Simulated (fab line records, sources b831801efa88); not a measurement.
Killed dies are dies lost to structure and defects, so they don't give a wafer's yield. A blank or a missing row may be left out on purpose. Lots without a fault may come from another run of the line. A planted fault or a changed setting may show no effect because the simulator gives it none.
Problem report in the 8D (eight disciplines) form, filled by code | flow gf180mcu | the parts of the form that need people (team, actions taken, sign-off) are left out

1. THE PROBLEM
o2_flow_sccm at GF_M1_STRIP_17 reads a mean of 2401 sccm on 6 wafers of 2 lots; wafers without a fault read 3000 sccm with a standard deviation of 10. That is -60 standard deviations from the usual mean.
The step: strips in O2/N2.
First seen on wafer L146.2, day 22 06:20, on plasma_asher-02. The record holds 18 wafers of 6 lots with a number at this step. Rule for "out", or "out of limits": more than 4 standard deviations from the usual mean. The other wafers with a number count as sound.

2. WHAT IT IS AND WHAT IT IS NOT
question                    | is                     | is not
which readings at this step | o2_flow_sccm           | drypump_motor_current_A, heater_power_w, oes_product_au, platen_temp_c
which lots                  | L146, L147             | L134, L138, L151, L155
which wafers of those lots  | all that have a number | -
read on which tools         | plasma_asher-02        | plasma_asher-01, plasma_asher-04
when                        | from day 22 06:20      | up to then (6 sound wafers); but 6 sound wafers of L151, L155 came after

3. SUSPECTS, AND WHAT RULES EACH OUT
Counting: a tool at a process step up to the reading stays a suspect if it ran every lot that is out and no sound lot after the first of them.
- plasma_asher-02 at GF_M1_STRIP_17 (strips in O2/N2): kept. It ran every lot that is out, first L146 (day 22 06:20), and no sound lot after that; its last sound lot up to then is L134 (day 17 17:53). Its own readings are out on those wafers: o2_flow_sccm.
Left after counting: plasma_asher-02 at GF_M1_STRIP_17.

4. THE CAUSE (what the simulator had put in)
Process parameter drift: plasma_asher-02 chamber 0, from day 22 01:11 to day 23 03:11, at GF_M1_STRIP_17. Setting o2_flow_sccm, moved by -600, from 3000. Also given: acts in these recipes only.
Counting left only this tool.

5. THE CHAIN OF EFFECTS, in route order
Each row: a reading whose mean over the struck wafers that have a number lies more than 3 standard deviations from the usual. Only readings for which the record gives a usual standard deviation are gone through. hours: the time from each lot's start at the first step in this table that gives one to its start at this step, as a median over the lots. sigmas: the change in usual standard deviations.
hours | step           | reading                  | usual     | on struck wafers | change | sigmas
0     | GF_M1_STRIP_17 | o2_flow_sccm             | 3000 sccm | 2401             | -599   | -60
0     | GF_M1_STRIP_17 | strip_time_to_endpoint_s | 7.87 s    | 8.04             | +0.17  | +3.7
The process steps in it:
- GF_M1_STRIP_17: strips in O2/N2.

6. WHAT WOULD HAVE CAUGHT IT SOONER
In this record the first reading out of limits was taken at day 22 06:20, 5 hours after the fault began at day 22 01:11.
